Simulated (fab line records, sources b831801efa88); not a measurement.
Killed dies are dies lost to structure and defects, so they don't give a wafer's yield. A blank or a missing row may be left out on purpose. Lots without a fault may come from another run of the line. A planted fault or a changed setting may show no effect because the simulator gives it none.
Chamber matching | flow gf180mcu | GF_CONTACT_CMP_27 on cmp-01: 4 sister chambers
The step polishes, stops on SiO2, t overpolish 15 s, target thk 0 nm. 8 wafers are shown with their chamber, then 7 later ones without.

WAFERS WITH THEIR CHAMBER
wafer  | chamber | motor_current_A (A) | time_to_endpoint_s (s)
L481.5 | 3       | 11.2                | 75.0
L482.2 | 0       | 9.2                 | 74.9
L484.1 | 3       | 11.7                | 75.5
L484.4 | 0       | 9.8                 | 76.7
L484.6 | 2       | 11.8                | 71.6
L490.3 | 1       | 11.8                | 72.6
L490.5 | 2       | 11.4                | 67.7
L490.6 | 1       | 11.5                | 70.3

WAFERS WITHOUT THEIR CHAMBER
wafer  | motor_current_A (A) | time_to_endpoint_s (s)
L491.3 | 11.1                | 71.2
L491.6 | 11.6                | 68.5
L492.2 | 9.6                 | 72.1
L492.4 | 11.1                | 71.8
L500.2 | 11.0                | 71.8
L500.3 | 11.3                | 73.1
L500.5 | 11.4                | 70.6

WHICH CHAMBER EACH WENT THROUGH
wafer  | from the rows above          | in truth
L491.3 | can't be placed: 1 or 2 or 3 | 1
L491.6 | can't be placed: 2 or 1      | 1
L492.2 | 0                            | 0
L492.4 | can't be placed: 1 or 2 or 3 | 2
L500.2 | can't be placed: 1 or 2 or 3 | 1
L500.3 | can't be placed: 3 or 1 or 2 | 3
L500.5 | can't be placed: 2 or 1 or 3 | 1
Placed correctly: 1 of 7. Can't be placed from these rows: 6 (the true chamber is among the candidates in 6). Placed wrongly: 0.
How it was worked out, from the rows above alone: a wafer's distance from a chamber is the root of the sum, over the readings, of the square of ((its reading less the chamber's mean) divided by the reading's scatter). The wafer belongs to the nearest chamber; if the next one is less than 2 further off, it can't be placed. A chamber's mean is the mean of its shown wafers. The scatter: the root of (the sum of the squares of (reading less its chamber's mean) over the shown wafers, divided by (wafers less chambers)).
